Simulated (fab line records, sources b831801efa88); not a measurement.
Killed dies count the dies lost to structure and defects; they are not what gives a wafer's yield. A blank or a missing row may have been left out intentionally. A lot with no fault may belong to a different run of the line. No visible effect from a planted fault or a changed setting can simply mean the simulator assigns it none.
A struck lot beside a sound one    flow sky130    18 steps out of a route of 708
Sound: wafers L466.1, L466.3, L466.6. Wafers L478.4, L478.5, L478.6 were the ones struck. Last of all comes the cause.
For every step that has rows: the tool of each side, followed by ch and its chambers, followed by its first start. Under that, the readings that differ: sound wafers    struck wafers    difference of the means    sigmas: that difference in standard deviations of wafers without a fault.
alike: same words and numbers on both sides, and readings whose means sit less than 2 such deviations apart. not compared: any withheld reading, any reading some wafer has no value for, any bound like >300 that may hide the same value, and any number with overlapping values for which the record gives no deviation.
The two part at a step that has a row with sigmas, a row that says differs or no value, or rows on one side only. Non-overlapping numbers with no deviation appear without sigmas and do not part them. A reading missing from all wafers of one side parts the sides only when that side holds two or more wafers.

first, 7 steps without rows for these wafers: SKY_RES_XHIGH_HMDS_01 (prime time 60 s); SKY_RES_XHIGH_COAT_02 (resist thk 1140 nm); SKY_RES_XHIGH_SOFTBAKE_03 (time 60 s); SKY_RES_XHIGH_EXPOSE_04 (exposes mask URPM, target cd 1270 nm); SKY_RES_XHIGH_PEB_05; SKY_RES_XHIGH_DEVELOP_06 (develop time 60 s); SKY_RES_XHIGH_IMPLANT_07.
SKY_RES_XHIGH_STRIP_08: strips in O2/N2.
  sound on plasma-asher-03 ch 0,1, day 26 22:58; struck on plasma-asher-03 ch 0,1, day 31 09:05
reading                       sound              struck             difference  sigmas
strip-time-to-endpoint-s (s)  14.37 14.38 14.36  14.22 14.22 14.18  -0.16       -4
  alike: drypump-motor-current-A, oes-product-au
  not compared: rf-hours-counter-h
SKY_RES_XHIGH_TW_MEAS_09:
  sound on film-metro-04, day 26 23:04; struck on film-metro-01, day 31 09:11
  alike: RES_XHIGH_TW
then, 3 steps without rows for these wafers: SKY_SD_N_DEHYDRATE_00 (time 60 s); SKY_SD_N_HMDS_01 (prime time 60 s); SKY_SD_N_COAT_02 (resist thk 1140 nm).
SKY_SD_N_SOFTBAKE_03: time 60 s.
  sound on litho-track-02 ch 0, day 27 13:04; struck on litho-track-02 ch 0, day 31 23:23
reading                                    sound              struck             difference  sigmas
heater-power-total-W (W)                   56.63 56.63 56.55  59.91 59.86 59.98  +3.31       +72
plate-temp-C (C)                           89.99 90.01 89.91  94.01 93.66 93.99  +3.92       +30
model.NOVOLAK_of_SD_N_COAT_02.thk-nm (nm)  1138 1143 1135     1132 1128 1132     -8          
  alike: chill-plate-temp-C
then, 2 steps without rows for these wafers: SKY_SD_N_EXPOSE_04 (exposes mask NSDM, target cd 380 nm); SKY_SD_N_PEB_05.
SKY_SD_N_DEVELOP_06: develop time 60 s.
  sound on litho-track-03 ch 0, day 28 04:02; struck on litho-track-01 ch 0, day 32 13:13
reading                                    sound           struck          difference  sigmas
model.NOVOLAK_of_SD_N_COAT_02.thk-nm (nm)  1138 1142 1135  1132 1128 1132  -8          
  alike: chill-plate-temp-C
SKY_SD_N_CD_MEAS_07 targets a cd of 380 nm.
  sound on cd-sem-01, day 28 04:11; struck on cd-sem-01, day 32 13:21
  alike: cd-nm
-- record jumps: 17 days separate the struck wafers' starts on either side; left off in module SD_N, taken up again in module PAD_OPEN, whose first shown step is the route's number 708 --
SKY_PAD_OPEN_PROBE_99:
  sound on prober-02, day 46 00:12; struck on prober-01, day 49 03:13
  alike: killed_at_M0_to_M3, killed_at_M4_up, killed-at-contacts, killed-at-front-end, killed-at-other, killed-dies, killed-on-rim, killed-open, killed-short

== WHERE THEY PART ==
At SKY_RES_XHIGH_STRIP_08 first; at SKY_SD_N_SOFTBAKE_03 last (within this record only). Later steps at which nothing parts them and some readings are alike: SKY_SD_N_DEVELOP_06, SKY_SD_N_CD_MEAS_07, SKY_PAD_OPEN_PROBE_99.

WHY: what had been put in by the simulator
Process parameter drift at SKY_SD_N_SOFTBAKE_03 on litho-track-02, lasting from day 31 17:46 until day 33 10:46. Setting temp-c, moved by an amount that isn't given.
